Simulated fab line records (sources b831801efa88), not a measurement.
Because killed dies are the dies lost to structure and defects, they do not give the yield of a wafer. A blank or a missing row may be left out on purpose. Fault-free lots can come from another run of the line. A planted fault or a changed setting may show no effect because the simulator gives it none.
8D (eight disciplines) problem report, filled in by code || flow sfq_line || the parts of the form that need people (team, actions taken, sign-off) are left out

## 1. WHAT WENT WRONG
Mean of chamber_pressure_mTorr at SFQ_TRILAYER_JJ_CE_BARC_OPEN_RIE_150: 7.996 mTorr across 4 wafers in 2 lots; on wafers with no fault it is 10.000 mTorr (standard deviation 0.0093). That is -99 or more standard deviations from the usual mean.
The step: chemistry O2, target BARC, target depth 240 nm, time 80 s.
First observed at day 55 11:02: wafer L365.5, on rie_metal-04. The record holds 42 wafers of 14 lots with a number at this step. Rule for "out" (also "out of limits"): further than 4 standard deviations from the usual mean. Any other wafer with a number is counted as sound.

## 2. WHAT IT IS AND WHAT IT IS NOT
{"question": "which readings at this step", "is": "chamber_pressure_mTorr", "is not": "drypump_motor_current_A, oes_product_au"}
{"question": "which lots", "is": "L365, L367", "is not": "L354, L357, L358, L368, L369, L370, L372, L373, L374, L375, L376, L377"}
{"question": "which wafers of those lots", "is": "L365.5, L367.2, L367.3, L367.6", "is not": "L365.2, L365.6"}
{"question": "read on which tools", "is": "rie_metal-04", "is not": "rie_metal-02, rie_metal-03"}
{"question": "when", "is": "from day 55 11:02", "is not": "up to then (11 sound wafers); but 27 sound wafers of L368, L369, L370, L372, L373, L374, L375, L376, L377 came after"}

## 3. WHAT RULES OUT EACH SUSPECT
Counting: any tool at a process step up to the reading remains a suspect provided it ran every lot that is out. Sound lots after the first of them don't rule it out here, since some wafers of a struck lot are sound.
- rie_metal-04 at SFQ_TRILAYER_JJ_CE_BARC_OPEN_RIE_150 (chemistry O2, target BARC, target depth 240 nm, time 80 s): kept. Ran every lot that is out, first one L365 (day 55 11:02); last sound lot up to then L358 (day 52 00:02). Its own readings are out on those wafers: chamber_pressure_mTorr.
- At SFQ_TRILAYER_JJ_CE_BARC_OPEN_RIE_150 on rie_metal-04, chamber 0 took the sound wafers of the same lots and chamber 1 took the wafers that are out.
Remaining after the count: rie_metal-04 at SFQ_TRILAYER_JJ_CE_BARC_OPEN_RIE_150.

## 4. THE CAUSE (what the simulator had put in)
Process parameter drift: rie_metal-04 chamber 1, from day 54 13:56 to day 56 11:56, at SFQ_TRILAYER_JJ_CE_BARC_OPEN_RIE_150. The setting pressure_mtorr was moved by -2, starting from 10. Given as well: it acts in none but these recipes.
The count eliminated every tool but this one.

## 5. THE CHAIN OF EFFECTS, in route order
One row per reading whose mean, taken over the struck wafers that have a number, lies over 3 standard deviations from the usual. Readings are gone through only where the record gives a usual standard deviation; hours: the median, over the lots, of the time from a lot's start at the first step in this table giving one to that lot's start at this step; sigmas: the change measured in usual standard deviations.
{"hours": 0, "step": "SFQ_TRILAYER_JJ_CE_BARC_OPEN_RIE_150", "reading": "chamber_pressure_mTorr", "usual": "10.000 mTorr", "on struck wafers": 7.996, "change": -2.004, "sigmas": "-99 or more"}
The process steps in it:
- SFQ_TRILAYER_JJ_CE_BARC_OPEN_RIE_150: chemistry O2, target BARC, target depth 240 nm, time 80 s.

## 6. WHAT WOULD HAVE CAUGHT IT SOONER
21 hours passed between the start of the fault at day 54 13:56 and the first reading out of limits in this record, taken at day 55 11:02.
